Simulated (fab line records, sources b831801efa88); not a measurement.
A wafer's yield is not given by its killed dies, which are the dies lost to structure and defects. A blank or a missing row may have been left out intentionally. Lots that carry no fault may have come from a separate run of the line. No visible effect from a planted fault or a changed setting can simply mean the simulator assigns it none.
Which of the tools did it? || flow gf180mcu || 6 lots with 18 wafers sampled at 2 steps, on a route of 602 steps

## WHAT THE GAUGES READ, wafer by wafer
GF_HV_LDD_OVL_MEAS_20.
{"lot": "L889", "measured": "day 11 04:01", "on": "overlay-01", "HV_LDD_01_OVL (nm)": "0.9 -0.1 2.2"}
{"lot": "L893", "measured": "day 12 10:13", "on": "overlay-01", "HV_LDD_01_OVL (nm)": "1.4 0.9 1.2"}
{"lot": "L896", "measured": "day 13 07:13", "on": "overlay-02", "HV_LDD_01_OVL (nm)": "1.2 0.8 -1.5"}
{"lot": "L898", "measured": "day 13 22:55", "on": "overlay-01", "HV_LDD_01_OVL (nm)": "2.8 1.5 1.9"}
{"lot": "L905", "measured": "day 16 02:31", "on": "overlay-02", "HV_LDD_01_OVL (nm)": "40.9 39.5 41.7 40.0 39.2 40.1"}
{"lot": "L909", "measured": "day 17 14:56", "on": "overlay-02", "HV_LDD_01_OVL (nm)": "2.7 -0.6 2.1"}

## TOOL THAT RAN EACH LOT (tool first, then ch and the chambers of the sampled wafers, then the start)
{"lot": "L889", "GF_HV_LDD_EXPOSE_16": "iline-stepper-01 ch 0, day 10 18:49"}
{"lot": "L893", "GF_HV_LDD_EXPOSE_16": "iline-stepper-02 ch 0, day 12 00:16"}
{"lot": "L896", "GF_HV_LDD_EXPOSE_16": "iline-stepper-02 ch 0, day 12 21:04"}
{"lot": "L898", "GF_HV_LDD_EXPOSE_16": "iline-stepper-01 ch 0, day 13 13:05"}
{"lot": "L905", "GF_HV_LDD_EXPOSE_16": "iline-stepper-01 ch 0, day 15 16:44"}
{"lot": "L909", "GF_HV_LDD_EXPOSE_16": "iline-stepper-02 ch 0, day 17 03:01"}
- GF_HV_LDD_EXPOSE_16: exposes mask Pplus LV AREA, target cd 400 nm.

## THE ANSWER, worked out from the rows above alone
Rule: usual is defined by the lots themselves. Put in order of their means at a reading, lots are off if they are a third of the lots or fewer, leave a main group of 4 or more, and stand apart from it by a gap of 3 or more times the standard deviation of the main group's means; of several such gaps the widest counts. The tables above print the reading to a certain number of digits; a main group whose means all agree to those digits is not used. A lot without any number at a reading at which 4 lots or more have one is off too. Any other lot the step has rows for is counted as sound.
Off: L905, seen at GF_HV_LDD_OVL_MEAS_20 (HV_LDD_01_OVL). For the main group the mean is 1.2 nm and the standard deviation 0.62.
A tool fits if, at a process step before that reading, it ran every lot that is off, and no sound lot after the first of them. The gauges at GF_HV_LDD_OVL_MEAS_20 are tried like those tools. One candidate fits, namely iline-stepper-01 at GF_HV_LDD_EXPOSE_16. A fault onset in the window from L898 (day 13 13:05, its last sound lot) to L905 (day 15 16:44, its first lot off) fits.

## WHAT THE SIMULATOR HAD PUT IN
Scanner matching overlay: iline-stepper-01, from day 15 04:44 on, at GF_HV_LDD_EXPOSE_16. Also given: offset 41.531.
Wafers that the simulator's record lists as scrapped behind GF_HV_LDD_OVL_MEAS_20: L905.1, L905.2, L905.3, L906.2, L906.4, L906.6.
Struck lots among those shown: L905. The rule above found the same.
